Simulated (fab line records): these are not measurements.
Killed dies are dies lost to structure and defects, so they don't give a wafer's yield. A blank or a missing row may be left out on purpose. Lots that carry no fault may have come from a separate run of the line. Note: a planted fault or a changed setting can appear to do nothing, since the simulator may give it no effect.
Matching of chambers || flow sky130 || SKY_CAP2M_CVD_00 on pecvd-04: 3 sister chambers
The step deposits SiO2, target thk 15.5 nm. 14 wafers are shown with their chamber, then 7 later ones without.

WAFERS, EACH WITH ITS CHAMBER
{"wafer": "L074.1", "chamber": 0, "heater power w (W)": 582, "heater power outer w (W)": 317, "rf fwd power W (W)": 440.8}
{"wafer": "L074.3", "chamber": 2, "heater power w (W)": 648, "heater power outer w (W)": 388, "rf fwd power W (W)": 439.0}
{"wafer": "L074.5", "chamber": 0, "heater power w (W)": 576, "heater power outer w (W)": 326, "rf fwd power W (W)": 442.4}
{"wafer": "L080.4", "chamber": 1, "heater power w (W)": 771, "heater power outer w (W)": 414, "rf fwd power W (W)": 441.8}
{"wafer": "L080.5", "chamber": 2, "heater power w (W)": 680, "heater power outer w (W)": 393, "rf fwd power W (W)": 440.8}
{"wafer": "L080.6", "chamber": 0, "heater power w (W)": 561, "heater power outer w (W)": 310, "rf fwd power W (W)": 439.0}
{"wafer": "L082.2", "chamber": 2, "heater power w (W)": 593, "heater power outer w (W)": 344, "rf fwd power W (W)": 438.8}
{"wafer": "L082.4", "chamber": 0, "heater power w (W)": 645, "heater power outer w (W)": 375, "rf fwd power W (W)": 443.2}
{"wafer": "L082.5", "chamber": 2, "heater power w (W)": 613, "heater power outer w (W)": 342, "rf fwd power W (W)": 439.9}
{"wafer": "L088.3", "chamber": 0, "heater power w (W)": 602, "heater power outer w (W)": 321, "rf fwd power W (W)": 439.7}
{"wafer": "L088.4", "chamber": 2, "heater power w (W)": 686, "heater power outer w (W)": 407, "rf fwd power W (W)": 435.0}
{"wafer": "L088.6", "chamber": 1, "heater power w (W)": 775, "heater power outer w (W)": 441, "rf fwd power W (W)": 442.1}
{"wafer": "L090.3", "chamber": 0, "heater power w (W)": 601, "heater power outer w (W)": 332, "rf fwd power W (W)": 439.8}
{"wafer": "L090.4", "chamber": 0, "heater power w (W)": 615, "heater power outer w (W)": 346, "rf fwd power W (W)": 441.2}

SIGNATURES (means of the wafers above)
{"reading": "heater power w", "chamber 0": 597.43, "chamber 1": 773.00, "chamber 2": 644.00, "scatter within a chamber": 32}
{"reading": "heater power outer w", "chamber 0": 332.43, "chamber 1": 427.50, "chamber 2": 374.80, "scatter within a chamber": 24.9}
{"reading": "rf fwd power W", "chamber 0": 440.871, "chamber 1": 441.950, "chamber 2": 438.700, "scatter within a chamber": 1.75}
Rule: for each reading, subtract the chamber's mean from the wafer's reading, divide by that reading's scatter and square the result; add these up over the readings and take the root, which gives the wafer's distance from the chamber. The wafer belongs to the nearest chamber; if the next one is less than 2 further off, it can't be placed. How the scatter is found: for the shown wafers, subtract from each reading the mean of its chamber, square and add these, divide the total by (wafers less chambers), then take the root.

WAFERS WITHOUT THEIR CHAMBER
{"wafer": "L090.5", "heater power w (W)": 636, "heater power outer w (W)": 357, "rf fwd power W (W)": 437.8}
{"wafer": "L095.1", "heater power w (W)": 677, "heater power outer w (W)": 397, "rf fwd power W (W)": 438.7}
{"wafer": "L095.5", "heater power w (W)": 692, "heater power outer w (W)": 393, "rf fwd power W (W)": 439.8}
{"wafer": "L095.6", "heater power w (W)": 749, "heater power outer w (W)": 418, "rf fwd power W (W)": 442.4}
{"wafer": "L097.2", "heater power w (W)": 665, "heater power outer w (W)": 397, "rf fwd power W (W)": 439.5}
{"wafer": "L097.4", "heater power w (W)": 807, "heater power outer w (W)": 445, "rf fwd power W (W)": 442.4}
{"wafer": "L097.5", "heater power w (W)": 689, "heater power outer w (W)": 402, "rf fwd power W (W)": 439.2}

THE CHAMBER EACH PASSED THROUGH
{"wafer": "L090.5", "from the rows above": "can't be placed: 2 or 0", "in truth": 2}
{"wafer": "L095.1", "from the rows above": 2, "in truth": 2}
{"wafer": "L095.5", "from the rows above": "can't be placed: 2 or 1", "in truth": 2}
{"wafer": "L095.6", "from the rows above": 1, "in truth": 1}
{"wafer": "L097.2", "from the rows above": 2, "in truth": 2}
{"wafer": "L097.4", "from the rows above": 1, "in truth": 1}
{"wafer": "L097.5", "from the rows above": "can't be placed: 2 or 1", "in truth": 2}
Placed correctly: 4 of 7. Not placeable from these rows: 3 (in 3, the candidates include the true chamber). Placed wrongly: 0.
